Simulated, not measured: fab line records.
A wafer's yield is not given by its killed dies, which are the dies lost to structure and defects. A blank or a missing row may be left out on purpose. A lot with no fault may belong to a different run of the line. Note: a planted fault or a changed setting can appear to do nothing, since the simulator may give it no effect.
A struck lot beside a sound one | flow sky130 | 35 out of 708 route steps
Sound: the wafers L219.4, L219.5, L219.6. Struck: wafers L232.3, L232.5, L232.6. Last of all comes the cause.
Per side, at each step with rows, come the tool, then ch with its chambers, and then its first start. Under that, the readings that differ: sound wafers | struck wafers | difference of the means | sigmas: that difference in standard deviations of wafers without a fault.
alike: words and numbers the same on both sides, and readings whose means are apart by under 2 such deviations; not compared: readings that were withheld, readings missing a value for some wafer, numbers with overlapping values and no deviation given by the record, and bounds like >300 which may hide the same value.
A row with sigmas, a row that says differs or no value, or rows on one side alone: a step with any of these is where the two part. Non-overlapping numbers with no deviation appear without sigmas and do not part them. A reading missing from all wafers of one side parts the sides only when that side holds two or more wafers.

first, 4 steps without rows for these wafers: SKY_METAL5_SOFTBAKE_10 (time 60 s); SKY_METAL5_EXPOSE_11 (exposes mask MM5, target cd 1600 nm); SKY_METAL5_PEB_12; SKY_METAL5_DEVELOP_13 (develop time 60 s).
SKY_METAL5_DESCUM_14: chemistry O2, time 11 s.
  sound on rie metal-01 ch 0,1, day 45 00:14; struck on rie metal-02 ch 0,1, day 47 21:35
  alike: drypump motor current A, oes product au
  not compared: rf hours counter h
SKY_METAL5_METAL_ETCH_15: etches the open film in Cl2/BCl3, stops on SiO2, target depth 1260 nm, time 252 s.
  sound on rie metal-01 ch 0,1, day 45 00:20; struck on rie metal-02 ch 0,1, day 47 21:41
  alike: drypump motor current A, oes product au, throttle valve pct
  not compared: rf hours counter h
SKY_METAL5_STRIP_16: strips in O2/N2.
  sound on plasma asher-02 ch 0,1, day 45 00:32; struck on plasma asher-04 ch 0,1, day 47 21:53
  alike: drypump motor current A, o2 flow sccm, oes product au, strip time to endpoint s
  not compared: rf hours counter h
then, 3 steps without rows for these wafers: SKY_METAL5_STRIP_17 (strips in post etch residue remover, time 1200 s); SKY_METAL5_CLEAN_18 (cleans in IPA, time 180 s); SKY_METAL5_CLEAN_19 (cleans in O3/DIW).
SKY_PASSIVATION_CVD_00: deposits SiO2, target thk 90 nm.
  sound on pecvd-01 ch 0,1,2, day 45 01:08; struck on pecvd-01 ch 0,1,2, day 47 22:28
  alike: heater power w
SKY_PASSIVATION_THK_MEAS_01:
  sound: film metro-01 at day 45 01:11; struck: film metro-02 at day 47 22:31
  alike: PASSIVATION_CVD_00_THK
SKY_PASSIVATION_CVD_02: deposits Si3N4, target thk 540 nm.
  sound on pecvd-03 ch 0,1,2, day 45 01:19; struck on pecvd-03 ch 0,1,2, day 47 22:33
  reading                                       | sound             | struck            | difference | sigmas
  model.Si3N4_of_PASSIVATION_CVD_02.thk nm (nm) | 546.9 552.5 550.8 | 210.2 205.3 214.5 | -340.1     |
  alike: heater power w
SKY_PASSIVATION_THK_MEAS_03:
  sound: film metro-02 at day 45 01:28; struck: film metro-03 at day 47 22:47
  reading                     | sound       | struck      | difference | sigmas
  PASSIVATION_CVD_02_THK (nm) | 547 552 551 | 210 205 214 | -340       | -48
then, 7 steps without rows for these wafers: SKY_PASSIVATION_DEHYDRATE_04 (time 60 s); SKY_PASSIVATION_HMDS_05 (prime time 60 s); SKY_PASSIVATION_COAT_06 (resist thk 3000 nm); SKY_PASSIVATION_SOFTBAKE_07; SKY_PASSIVATION_EXPOSE_08 (exposes mask NSM, target cd 3000 nm); SKY_PASSIVATION_PEB_09; SKY_PASSIVATION_DEVELOP_10 (develop time 60 s).
SKY_PASSIVATION_ETCH_11: etches the open film in CF4/O2, stops on AlCu, target depth 725 nm, time 161.1 s.
  sound on rie diel-01 ch 1,2,3, day 45 23:01; struck on rie diel-01 ch 0,2, day 48 17:29
  reading                                 | sound             | struck            | difference | sigmas
  oes product au (a.u.)                   | 0.982 0.988 0.988 | 0.697 0.703 0.704 | -0.285     | -37
  throttle valve pct (%)                  | 5.955 5.967 5.961 | 5.881 5.893 5.883 | -0.075     | -9
  model.PASSIVATION.feature depth nm (nm) | 710.9 717.3 715.2 | 373.9 368.9 379.1 | -340.5     |
  model.etch.depth nm (nm)                | 710.9 717.3 715.2 | 373.9 368.9 379.1 | -340.5     |
  alike: drypump motor current A
  not compared: rf hours counter h
SKY_PASSIVATION_STRIP_12: strips in O2/N2.
  sound on plasma asher-04 ch 0,1, day 45 23:09; struck on plasma asher-03 ch 0,1, day 48 17:38
  reading                      | sound             | struck            | difference | sigmas
  strip time to endpoint s (s) | 31.28 31.32 31.32 | 31.67 31.59 31.73 | +0.36      | +2
  alike: drypump motor current A, o2 flow sccm, oes product au
  not compared: rf hours counter h
then, 7 steps without rows for these wafers: SKY_PAD_OPEN_DEHYDRATE_00 (time 60 s); SKY_PAD_OPEN_HMDS_01 (prime time 60 s); SKY_PAD_OPEN_COAT_02 (resist thk 3000 nm); SKY_PAD_OPEN_SOFTBAKE_03; SKY_PAD_OPEN_EXPOSE_04 (exposes mask PDM, target cd 60000 nm); SKY_PAD_OPEN_PEB_05; SKY_PAD_OPEN_DEVELOP_06 (develop time 60 s).
SKY_PAD_OPEN_ETCH_07: etches the open film in CF4/O2, stops on AlCu, target depth 725 nm, time 161.1 s.
  sound on rie diel-04 ch 1,2, day 46 19:11; struck on rie diel-01 ch 0,3, day 49 10:20
  reading                              | sound             | struck            | difference | sigmas
  oes product au (a.u.)                | 0.975 0.993 0.986 | 0.697 0.691 0.703 | -0.288     | -37
  throttle valve pct (%)               | 5.961 5.977 5.953 | 5.888 5.889 5.898 | -0.072     | -7
  model.PAD_OPEN.feature depth nm (nm) | 710.9 717.3 715.2 | 373.9 368.9 379.1 | -340.5     |
  model.etch.depth nm (nm)             | 710.9 717.3 715.2 | 373.9 368.9 379.1 | -340.5     |
  alike: drypump motor current A
  not compared: rf hours counter h
then, 1 step without rows for these wafers: SKY_PAD_OPEN_STRIP_08 (strips in O2/N2).
SKY_PAD_OPEN_STRIP_09: strips in post etch residue remover, time 1200 s.
  sound on wet bench-01 ch 0, day 46 19:25; struck on wet bench-01 ch 0, day 49 10:34
  reading                                       | sound             | struck          | difference | sigmas
  model.Si3N4_of_PASSIVATION_CVD_02.thk nm (nm) | 546.5 552.2 550.5 | 209.9 205 214.1 | -340.1     |
then, 1 step without rows for these wafers: SKY_PAD_OPEN_CLEAN_10 (cleans in IPA, time 180 s).
SKY_PAD_OPEN_PROBE_99:
  sound: prober-01 at day 46 21:41; struck: prober-02 at day 49 12:46
  alike: defect limited yield, killed_at_M0_to_M3, killed_at_M4_up, killed at contacts, killed at front end, killed at other, killed dies, killed open, killed short, sort_bin_3_pad_short, sort_bin_5_function, sort_bin_6_memory, sort n pass, sort yield pct

WHERE THEY PART
Earliest at SKY_PASSIVATION_THK_MEAS_03; latest, in this record, at SKY_PAD_OPEN_ETCH_07. Later steps at which nothing parts them and some readings are alike: SKY_PAD_OPEN_PROBE_99.

WHY: what the simulator had put in
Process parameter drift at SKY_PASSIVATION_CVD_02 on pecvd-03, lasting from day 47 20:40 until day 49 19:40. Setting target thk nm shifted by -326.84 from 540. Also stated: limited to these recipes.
